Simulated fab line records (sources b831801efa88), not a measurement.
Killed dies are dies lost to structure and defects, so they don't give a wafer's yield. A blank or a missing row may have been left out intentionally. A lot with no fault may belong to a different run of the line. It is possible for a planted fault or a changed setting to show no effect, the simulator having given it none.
Which of the tools did it? -- flow sky130 -- 17 wafers from 6 lots sampled at 4 of the route's 708 steps

== WHAT THE GAUGES READ, wafer by wafer ==
SKY_PWDE_OVL_MEAS_07.
lot,measured,on,PWDE_OVL (nm)
L490,day 4 08:07,overlay-02,-1.2 1.3 -0.3
L492,day 4 23:25,overlay-01,1.0 0.3 0.5
L494,day 5 08:19,overlay-01,1.0 1.1 1.3
L503,day 7 15:10,overlay-02,0.5
L506,day 8 03:31,overlay-01,0.1 3.0 1.1
L509,day 9 00:25,overlay-01,1.3 1.5 2.1

== EACH LOT AND THE TOOL THAT RAN IT (in order: tool; ch and the chambers of the sampled wafers; start) ==
lot,SKY_FIELD_ISO_ETCH_15,SKY_FIELD_ISO_STRIP_16,SKY_DNWELL_STRIP_08
L490,"rieDiel-02 ch 1,2,3, day 2 15:28","plasmaAsher-04 ch 0,1, day 2 15:32","plasmaAsher-01 ch 0,1, day 3 15:37"
L492,"rieDiel-02 ch 0,1, day 3 02:45","plasmaAsher-01 ch 0,1, day 3 02:49","plasmaAsher-02 ch 0, day 4 04:34"
L494,"rieDiel-02 ch 0,1,2, day 3 12:30","plasmaAsher-03 ch 0,1, day 3 12:34","plasmaAsher-03 ch 0,1, day 4 14:17"
L503,"rieDiel-02 ch 1,3, day 5 12:55","plasmaAsher-04 ch 0,1, day 5 12:59","plasmaAsher-03 ch 1, day 6 18:52"
L506,"rieDiel-03 ch 1,2,3, day 6 03:28","plasmaAsher-03 ch 1, day 6 03:32","plasmaAsher-03 ch 0,1, day 7 07:13"
L509,"rieDiel-03 ch 1,2,3, day 6 18:21","plasmaAsher-03 ch 0,1, day 6 18:25","plasmaAsher-03 ch 0,1, day 8 03:07"
- SKY_FIELD_ISO_ETCH_15: etches the open film in CHF3/O2, stops on Si, target depth 180 nm, time 72 s.
- SKY_FIELD_ISO_STRIP_16: strips in O2/N2.
- SKY_DNWELL_STRIP_08: strips in O2/N2.

== THE ANSWER, worked out from the rows above alone ==
Rule: the lots themselves supply what counts as usual. Put in order of their means at a reading, lots are off if they are a third of the lots or fewer, leave a main group of 4 or more, and stand apart from it by a gap of 3 or more times the standard deviation of the main group's means; of several such gaps the widest counts. A main group is skipped when, at the precision printed for the reading in the tables above, its means are all equal. A lot without any number at a reading at which 4 lots or more have one is off too. Where the step has rows for the other lots, those lots are counted as sound.
Nothing can be told from this: no lot is off at any reading shown.

== WHAT HAD BEEN PUT IN BY THE SIMULATOR ==
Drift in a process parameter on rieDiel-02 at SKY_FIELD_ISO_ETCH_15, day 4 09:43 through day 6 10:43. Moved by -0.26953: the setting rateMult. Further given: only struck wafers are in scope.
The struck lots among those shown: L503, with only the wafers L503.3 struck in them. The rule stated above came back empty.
